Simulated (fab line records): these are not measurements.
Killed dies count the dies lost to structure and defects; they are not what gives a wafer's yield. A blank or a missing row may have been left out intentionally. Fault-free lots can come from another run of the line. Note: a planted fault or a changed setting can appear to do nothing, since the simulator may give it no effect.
Which of the tools did it? -- flow gf180mcu -- 12 lots with 36 wafers sampled at 6 steps, on a route of 602 steps

## WHAT EACH GAUGE READ, for each wafer
GF_LVPWELL_TW_MEAS_11.
lot,measured,on,LVPWELL_TW
L306,day 4 02:50,film-metro-02,559 561 562
L308,day 4 14:44,film-metro-03,557 557 556
L310,day 5 00:26,film-metro-01,556 557 552
L311,day 5 08:50,film-metro-02,561 559 563
L314,day 5 22:29,film-metro-01,558 554 553
L315,day 6 06:05,film-metro-01,552 553 551
L317,day 6 15:35,film-metro-02,560 564 563
L320,day 7 08:51,film-metro-01,534 533 534
L323,day 8 02:40,film-metro-02,557 556 557
L324,day 8 08:48,film-metro-02,544 544 542
L326,day 8 18:47,film-metro-01,556 555 554
L328,day 9 05:20,film-metro-02,557 554 559

GF_VT_IMPLANT_OVL_MEAS_40.
lot,measured,on,VT_IMPLANT_03_OVL (nm)
L306,day 7 18:01,overlay-01,-1.5 0.2 0.4
L308,day 8 09:57,overlay-02,-2.4 0.4 -0.1
L310,day 8 21:39,overlay-02,-0.9 -1.8 0.9
L311,day 9 08:28,overlay-01,-1.3 -1.8 -1.9
L314,day 10 00:28,overlay-02,0.2 -0.7 -0.1
L315,day 10 09:25,overlay-02,0.6 1.5 -0.8
L317,day 10 20:18,overlay-02,-1.9 -0.6 -0.9
L320,day 11 16:01,overlay-02,-1.8 -2.9 -3.3
L323,day 12 13:58,overlay-01,-1.9 -2.1 -0.8
L324,day 12 20:27,overlay-01,-0.9 -1.3 -2.1
L326,day 13 11:31,overlay-02,0.1 -1.6 -0.5
L328,day 13 22:32,overlay-01,-2.7 -2.4 -1.5

GF_VT_IMPLANT_RS_MEAS_48: a four-point-probe measurement.
lot,measured,on,LVPWELL_RS (ohm/sq)
L306,day 7 18:44,film-metro-01,1202 1198 1194
L308,day 8 10:44,film-metro-03,1198 1194 1196
L310,day 8 22:24,film-metro-02,1187 1191 1191
L311,day 9 09:13,film-metro-03,1199 1195 1194
L314,day 10 01:11,film-metro-01,1194 1194 1192
L315,day 10 10:09,film-metro-03,1189 1189 1193
L317,day 10 21:03,film-metro-01,1194 1191 1190
L320,day 11 16:47,film-metro-02,1267 1267 1268
L323,day 12 14:46,film-metro-01,1193 1197 1192
L324,day 12 21:22,film-metro-01,1267 1266 1267
L326,day 13 12:16,film-metro-01,1195 1194 1199
L328,day 13 23:17,film-metro-01,1193 1189 1192

GF_CONTACT_THK_MEAS_03.
lot,measured,on,CONTACT_CVD_02_THK (nm)
L306,day 15 11:25,film-metro-02,860 873 862
L308,day 16 07:51,film-metro-03,848 863 868
L310,day 17 03:48,film-metro-02,850 853 858
L311,day 17 09:55,film-metro-02,845 856 855
L314,day 18 13:40,film-metro-03,852 846 864
L315,day 19 02:11,film-metro-03,858 870 876
L317,day 19 16:46,film-metro-03,867 869 869
L320,day 20 13:17,film-metro-02,845 861 856
L323,day 21 16:45,film-metro-02,838 861 862
L324,day 21 22:13,film-metro-02,852 871 862
L326,day 22 16:13,film-metro-02,848 869 862
L328,day 23 07:36,film-metro-03,845 843 854

## TOOL THAT RAN EACH LOT (tool first, then ch and the chambers of the sampled wafers, then the start)
lot,GF_NWELL_STRIP_10,GF_LVPWELL_IMPLANT_08
L306,"plasma-asher-01 ch 0,1, day 3 14:11","implanter-02 ch 0, day 4 02:26"
L308,"plasma-asher-02 ch 0,1, day 4 00:53","implanter-04 ch 0, day 4 14:21"
L310,"plasma-asher-04 ch 0,1, day 4 11:05","implanter-02 ch 0, day 5 00:04"
L311,"plasma-asher-01 ch 0,1, day 4 18:09","implanter-01 ch 0, day 5 08:27"
L314,"plasma-asher-02 ch 0,1, day 5 07:26","implanter-04 ch 0, day 5 22:05"
L315,"plasma-asher-04 ch 0,1, day 5 14:38","implanter-04 ch 0, day 6 05:41"
L317,"plasma-asher-01 ch 1, day 5 23:59","implanter-01 ch 0, day 6 15:13"
L320,"plasma-asher-02 ch 0,1, day 6 17:02","implanter-04 ch 0, day 7 08:29"
L323,"plasma-asher-01 ch 0,1, day 7 10:12","implanter-02 ch 0, day 8 02:17"
L324,"plasma-asher-04 ch 0,1, day 7 15:55","implanter-04 ch 0, day 8 08:26"
L326,"plasma-asher-01 ch 0,1, day 8 02:32","implanter-01 ch 0, day 8 18:24"
L328,"plasma-asher-04 ch 0,1, day 8 12:26","implanter-01 ch 0, day 9 04:56"
- GF_NWELL_STRIP_10: strips in O2/N2.
- GF_LVPWELL_IMPLANT_08

## WHAT THE TOOLS THEMSELVES READ (means of the sampled wafers that have a number; where no wafer has one, the mark that the record gives instead)
GF_NWELL_STRIP_10.
lot,tool,drypump-motor-current-A (A),heater-power-w (W),oes-product-au (a.u.),strip-time-to-endpoint-s (s)
L306,plasma-asher-01,5.70,301,0.723,36.80
L308,plasma-asher-02,5.81,317,0.723,36.78
L310,plasma-asher-04,5.45,334,0.719,37.00
L311,plasma-asher-01,5.82,309,0.722,36.85
L314,plasma-asher-02,5.78,316,0.723,36.79
L315,plasma-asher-04,5.48,330,0.722,36.87
L317,plasma-asher-01,5.91,330,0.723,36.88
L320,plasma-asher-02,5.92,312,0.722,37.00
L323,plasma-asher-01,5.71,299,0.722,36.90
L324,plasma-asher-04,5.38,356,0.726,36.90
L326,plasma-asher-01,5.81,318,0.721,36.84
L328,plasma-asher-04,5.47,332,0.723,36.91

GF_LVPWELL_IMPLANT_08.
lot,tool,dose-ions-cm2,end-station-pressure-torr (Torr),faraday-current-uA
L306,implanter-02,1.4995e+13,5.12e-06,85.1
L308,implanter-04,1.4999e+13,4.98e-06,86.5
L310,implanter-02,1.4996e+13,4.80e-06,86.4
L311,implanter-01,1.5001e+13,5.15e-06,84.0
L314,implanter-04,1.4973e+13,5.09e-06,82.8
L315,implanter-04,1.5002e+13,5.09e-06,84.2
L317,implanter-01,1.4985e+13,5.28e-06,84.3
L320,implanter-04,1.3392e+13,4.97e-06,75.1
L323,implanter-02,1.5003e+13,4.97e-06,84.9
L324,implanter-04,1.3378e+13,4.94e-06,74.7
L326,implanter-01,1.4982e+13,5.08e-06,86.1
L328,implanter-01,1.5007e+13,5.25e-06,84.2

## THE ANSWER, worked out from the rows above alone
Rule: the usual values come from the lots themselves. The widest of any qualifying gaps counts: lots, ordered by their means at a reading, are off when they make up no more than a third of the lots, leave a main group of 4 or more, and stand apart from it by 3 or more times the standard deviation of that group's means. If all means in a main group match to the digits the tables above print for the reading, that group is not used. Also off: a lot with no number at a reading for which 4 or more lots have one. Where the step has rows for the other lots, those lots are counted as sound. The gauges are gone through in route order, then the tools' own readings, and for those a lot's mean is taken as printed above. At the first step where some lot is off, the reading lying furthest off is the one used; lots without a number count as furthest.
Off: L320, L324, seen at GF_VT_IMPLANT_RS_MEAS_48 (LVPWELL_RS). Main group: mean 1194 ohm/sq, sd 2.7.
If a tool, at a process step before that reading, ran all the lots that are off and no sound lot after the first of them, it fits. The gauges at GF_VT_IMPLANT_RS_MEAS_48 aren't tried: what is off there is off at GF_LVPWELL_IMPLANT_08 too, on other tools, and a gauge's error can't cause that. One fits: GF_LVPWELL_IMPLANT_08 on implanter-04. Its last sound lot is L315 (day 6 05:41), its first lot that is off L320 (day 7 08:29): a fault that began between those two fits.
The tool's own readings at GF_LVPWELL_IMPLANT_08 bear it out: on the lots that are off they differ by more than 5 times the standard deviation of the sound lots' means. dose-ions-cm2 reads 1.3385e+13 there against 1.4994e+13 on the sound lots; faraday-current-uA reads 74.9 there against 84.8 on the sound lots.

## WHAT THE SIMULATOR HAD PUT IN
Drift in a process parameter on implanter-04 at GF_LVPWELL_IMPLANT_08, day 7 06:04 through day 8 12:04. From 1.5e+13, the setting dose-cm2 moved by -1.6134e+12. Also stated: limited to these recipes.
Struck lots among those shown: L320, L324. The same result came from the rule above.
